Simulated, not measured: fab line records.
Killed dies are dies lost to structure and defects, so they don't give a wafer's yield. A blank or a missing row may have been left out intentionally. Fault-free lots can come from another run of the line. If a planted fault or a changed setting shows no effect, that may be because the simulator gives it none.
Split-lot trial    flow sfq-line    23 wafers read from 5 lots, route of 325 steps

== ABOUT THE SPLIT ==
At SFQ_TRILAYER_I6_VIA_LITHO_EXPOSE_170 (exposes mask I6, target cd 700 nm), the setting dose-mj was moved away from the recipe's 21.3 on 10 of the 23 wafers read, by -5.6% to +4.3%. All remaining wafers had this setting at the recipe value.

== FROM THE SPLIT TO THE READING: what the file shows between them, 2 steps ==
- SFQ_TRILAYER_I6_VIA_LITHO_PEB_172: peb time 60 s
- SFQ_TRILAYER_I6_VIA_LITHO_DEVELOP_171: time 60 s

== THE READING ==
I6.cd-nm (the simulator's own value, which no gauge read), in nm, at SFQ_TRILAYER_I6_VIA_BARC_OPEN_VIA_ETCH_235 (etches BARC in O2, target depth 125 nm, time 41.7 s). The file gives no usual value for it. Here, 13 wafers ran the recipe; their average is 700.6 nm with a standard deviation of 1.2 nm.

wafer   tool, chamber at the split  dose-mj as run  against the recipe  I6.cd-nm, nm  against lot-mates on the recipe
L074.3  krf-scanner-01, 0           21.3            recipe              697.9         -
L074.4  krf-scanner-01, 0           21.3            recipe              701.5         -
L074.5  krf-scanner-01, 0           21.3            recipe              698.8         -
L078.1  krf-scanner-01, 0           21.3            recipe              701.5         -
L078.2  krf-scanner-01, 0           20.1            -5.6%               691.3         -10.4
L078.4  krf-scanner-01, 0           20.1            -5.6%               687.4         -14.2
L078.5  krf-scanner-01, 0           20.1            -5.6%               689.2         -12.4
L078.6  krf-scanner-01, 0           21.3            recipe              701.8         -
L079.1  krf-scanner-02, 0           20.48           -3.8%               694           -6.2
L079.2  krf-scanner-02, 0           20.48           -3.8%               694.1         -6.1
L079.3  krf-scanner-02, 0           20.48           -3.8%               692.7         -7.5
L079.4  krf-scanner-02, 0           21.3            recipe              700.9         -
L079.6  krf-scanner-02, 0           21.3            recipe              699.5         -
L083.1  krf-scanner-02, 0           20.73           -2.7%               694.3         -7.2
L083.2  krf-scanner-02, 0           21.3            recipe              701.3         -
L083.4  krf-scanner-02, 0           21.3            recipe              701           -
L083.5  krf-scanner-02, 0           21.3            recipe              702.1         -
L083.6  krf-scanner-02, 0           20.73           -2.7%               699.6         -1.9
L084.1  krf-scanner-01, 0           21.3            recipe              700.7         -
L084.2  krf-scanner-01, 0           21.3            recipe              701           -
L084.3  krf-scanner-01, 0           21.3            recipe              700.2         -
L084.4  krf-scanner-01, 0           22.21           +4.3%               707.7         +7.1
L084.5  krf-scanner-01, 0           22.21           +4.3%               706.7         +6.1

FIT RESULTS
A straight line over all 23 wafers: I6.cd-nm changes by +1.81 nm for each +1% of dose-mj; r = +0.96; the points scatter about the line by 1.5 nm.
The same after taking each lot's own level away (the mean of its wafers on the recipe; 23 wafers): +1.89 nm for each +1%; r = +0.96; scatter 1.5 nm.
On that fit, the largest move of dose-mj shifts the reading by 11 nm.
The lots' own levels span 699.40 to 701.65 nm, that is 1.9 times the standard deviation above.
The two slopes agree, so the slope changes little with the lot-to-lot level.
Check: with one of the wafers moved furthest among these (-5.6%) left out of the fit, the line predicts -11 nm for it against its lot-mates. It came out at -10.4 nm against them.

== THESE WAFERS: OTHER SPLITS ==
Other splits were also applied to these wafers ahead of the reading. Each is held against what the fit with the lots' levels taken away leaves over:
other split on the same wafers                  wafers away from the commonest value  r with I6.cd-nm (lot level and that fit taken away)
SFQ_TRILAYER_M5_BARC_OPEN_METAL_ETCH_161 icp-w  11                                    -0.01
SFQ_TRILAYER_C5_LITHO_COAT_151 resist-thk-nm    7                                     +0.16
SFQ_TRILAYER_C5_BARC_OPEN_VIA_ETCH_210 time-s   8                                     +0.22
SFQ_TRILAYER_M6_LITHO_COAT_164 resist-thk-nm    7                                     +0.21
SFQ_TRILAYER_M6_ETCH_METAL_ETCH_162 time-s      7                                     +0.42

== THE FILE'S OWN FIT ==
I6.cd-nm changes by +1.88 nm for each +1% of dose-mj, r = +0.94.
